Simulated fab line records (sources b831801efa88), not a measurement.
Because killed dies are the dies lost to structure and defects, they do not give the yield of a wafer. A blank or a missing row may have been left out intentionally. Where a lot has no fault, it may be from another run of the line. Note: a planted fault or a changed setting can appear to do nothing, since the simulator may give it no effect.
2 desks looking at one fault / flow sky130 / each desk has only its own numbers; what lay behind them comes last

## TOOL OWNER'S DESK, rie_diel-03
The tool's own readings at SKY_VIA2_ETCH_14 (etches BARC in N2/H2, stops on SiO2, time 45.9 s, target depth 60 nm): means of the sampled wafers that have a number, for each lot that ran on this tool. A lot is out of limits, marked OUT, if its mean lies more than 4 standard deviations from the usual mean; the brackets give that distance.
Columns: A = drypump_motor_current_A at SKY_VIA2_ETCH_14, usual 5.74 A; B = oes_product_au at SKY_VIA2_ETCH_14, usual 0.855 a.u.; C = throttle_valve_pct at SKY_VIA2_ETCH_14, usual 13.225 %
lot=L577; first seen here=day 36 21:14; A=5.64; B=0.859; C=13.230
lot=L584; first seen here=day 39 05:47; A=5.71; B=0.778 (-17) OUT; C=13.214
lot=L586; first seen here=day 39 18:16; A=5.63; B=0.778 (-17) OUT; C=13.210
lot=L592; first seen here=day 42 19:07; A=5.72; B=0.855; C=13.220
lot=L593; first seen here=day 42 19:46; A=5.72; B=0.855; C=13.222
lot=L595; first seen here=day 42 21:34; A=5.78; B=0.862; C=13.221
lot=L597; first seen here=day 43 01:50; A=5.81; B=0.853; C=13.228
This desk's finding: out of limits on L584, L586; first on L584, day 39 05:47 (oes_product_au at SKY_VIA2_ETCH_14). In limits: L577, L592, L593, L595, L597.

## AT THE METROLOGY DESK
What the gauges read, lot by lot, whatever tool the lot ran on: means of the sampled wafers that have a number. A lot is out of limits, marked OUT, if its mean lies more than 4 standard deviations from the usual mean; the brackets give that distance.
Columns: A = METAL1_ALCU_RS at SKY_METAL1_RS_MEAS_05, usual 0.1324 ohm/sq
lot=L575; first seen here=day 31 06:50; A=0.1333
lot=L576; first seen here=day 31 09:35; A=0.1339
lot=L577; first seen here=day 32 04:52; A=0.1291
lot=L579; first seen here=day 32 19:35; A=0.1302
lot=L584; first seen here=day 34 18:32; A=0.1342
lot=L586; first seen here=day 35 05:20; A=0.1340
lot=L590; first seen here=day 36 11:33; A=0.1300
lot=L591; first seen here=day 37 10:08; A=0.1324
lot=L592; first seen here=day 38 14:26; A=0.1332
lot=L593; first seen here=day 38 15:21; A=0.1313
lot=L594; first seen here=day 38 15:31; A=0.1331
lot=L596; first seen here=day 38 15:52; A=0.1317
lot=L595; first seen here=day 38 16:52; A=0.1332
lot=L597; first seen here=day 38 21:08; A=0.1330
Finding of this desk: none of the 14 lots has anything out of limits.

## PUT TOGETHER
The tool owner's desk could have raised an alarm at day 39 05:47, on L584, L586.
From the metrology desk's view, nothing was out of limits.
The metrology desk holds a record of L584, L586, inside its limits.
The lots listed all ran SKY_VIA2_ETCH_14 on rie_diel-03.

## WHAT THE SIMULATOR HAD INSERTED
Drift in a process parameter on rie_diel-03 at SKY_VIA2_ETCH_14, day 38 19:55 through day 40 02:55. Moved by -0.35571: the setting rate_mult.
Struck lots among those shown: L584, L586.
Time in hours from fault onset to the first out-of-limits reading at each desk: the tool owner's desk, 10.
